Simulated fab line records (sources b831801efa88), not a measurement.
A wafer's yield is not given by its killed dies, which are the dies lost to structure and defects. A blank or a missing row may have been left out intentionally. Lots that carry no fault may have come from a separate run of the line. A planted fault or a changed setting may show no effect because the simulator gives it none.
The tool behind it: which one?	flow sfq-line	7 lots with 21 wafers sampled at 3 steps, on a route of 325 steps

== WHAT THE GAUGES SHOWED, per wafer ==
SFQ_M4_OVL_MEAS_926.
lot	measured	on	M4_OVL (nm)
L784	day 48 11:38	overlay-01	1 -4 -5
L787	day 49 02:02	overlay-01	6 -2 7
L791	day 50 12:49	overlay-02	-2 -5 -5
L799	day 52 18:44	overlay-01	-5 -1 4
L801	day 53 07:35	overlay-02	3 -3 1
L803	day 55 02:45	overlay-01	-5 2 1
L805	day 56 03:56	overlay-01	-9 1 -3

== WHICH TOOL RAN EACH LOT (tool, then ch and the chambers of the sampled wafers, then the start) ==
lot	SFQ_TRILAYER_I0_CMP_CMP_028	SFQ_TRILAYER_I1_VIA_BARC_OPEN_VIA_ETCH_071
L784	cmp-02 ch 1,3, day 13 13:35	rie-diel-01 ch 0,3, day 25 09:35
L787	cmp-02 ch 0,1,3, day 14 08:35	rie-diel-01 ch 0,2, day 26 02:23
L791	cmp-01 ch 0,1,2, day 15 12:43	rie-diel-02 ch 0,1,3, day 28 06:22
L799	cmp-02 ch 1,2, day 18 15:10	rie-diel-04 ch 0,1,3, day 30 07:02
L801	cmp-02 ch 2,3, day 19 09:37	rie-diel-02 ch 0,2,3, day 36 22:25
L803	cmp-01 ch 0,1,3, day 19 23:57	rie-diel-02 ch 2,3, day 37 11:37
L805	cmp-02 ch 0,2,3, day 20 13:40	rie-diel-01 ch 0,3, day 38 19:55
- SFQ_TRILAYER_I0_CMP_CMP_028: polishes SiO2.
- SFQ_TRILAYER_I1_VIA_BARC_OPEN_VIA_ETCH_071: etches BARC in O2, target depth 125 nm, time 41.7 s.

== THE ANSWER, worked out from the rows above alone ==
Rule: usual is defined by the lots themselves. Put in order of their means at a reading, lots are off if they are a third of the lots or fewer, leave a main group of 4 or more, and stand apart from it by a gap of 3 or more times the standard deviation of the main group's means; of several such gaps the widest counts. A main group whose means are all the same, to the digits that the tables above print for the reading, isn't used. A lot without any number at a reading at which 4 lots or more have one is off too. All remaining lots with rows at the step are treated as sound.
Nothing can be told from this: no lot is off at any reading shown.

== WHAT THE SIMULATOR HAD INSERTED ==
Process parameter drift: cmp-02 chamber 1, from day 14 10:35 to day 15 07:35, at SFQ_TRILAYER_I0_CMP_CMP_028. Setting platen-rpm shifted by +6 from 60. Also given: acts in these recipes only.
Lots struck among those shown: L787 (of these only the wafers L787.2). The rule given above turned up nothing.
